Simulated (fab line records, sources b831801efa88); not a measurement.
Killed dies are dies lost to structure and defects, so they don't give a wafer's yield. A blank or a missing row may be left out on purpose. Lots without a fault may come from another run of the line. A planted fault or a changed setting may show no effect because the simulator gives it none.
Chamber matching | flow sky130 | SKY_PAD_OPEN_ETCH_07 on rie_diel-03: 4 sister chambers
The step etches the open film in CF4/O2, stops on AlCu, target depth 725 nm, time 161.1 s. 4 wafers are shown with their chamber, then 9 later ones without.

WAFERS WITH THEIR CHAMBER
wafer  | chamber | drypump_motor_current_A (A)
L074.5 | 0       | 5.8
L090.1 | 2       | 6.8
L090.2 | 1       | 5.1
L090.5 | 3       | 5.5

WAFERS WITHOUT THEIR CHAMBER
wafer  | drypump_motor_current_A (A)
L091.3 | 6.7
L091.5 | 5.1
L091.6 | 6.7
L092.2 | 5.5
L092.4 | 5.1
L092.5 | 5.1
L096.2 | 5.5
L096.4 | 6.8
L096.6 | 5.1

WHICH CHAMBER EACH WENT THROUGH
wafer  | from the rows above | in truth
L091.3 | 2                   | 2
L091.5 | 1                   | 1
L091.6 | 2                   | 2
L092.2 | 3                   | 3
L092.4 | 1                   | 1
L092.5 | 1                   | 1
L096.2 | 3                   | 3
L096.4 | 2                   | 2
L096.6 | 1                   | 1
Placed correctly: 9 of 9. Can't be placed from these rows: 0. Placed wrongly: 0.
How it was worked out, from the rows above alone: a wafer's distance from a chamber is the root of the sum, over the readings, of the square of ((its reading less the chamber's mean) divided by the reading's scatter). The wafer belongs to the nearest chamber; if the next one is less than 2 further off, it can't be placed. A chamber's mean is the mean of its shown wafers. The scatter: with one shown wafer a chamber, the root of the mean of the squares of how far each hidden wafer lies from its nearest shown one.
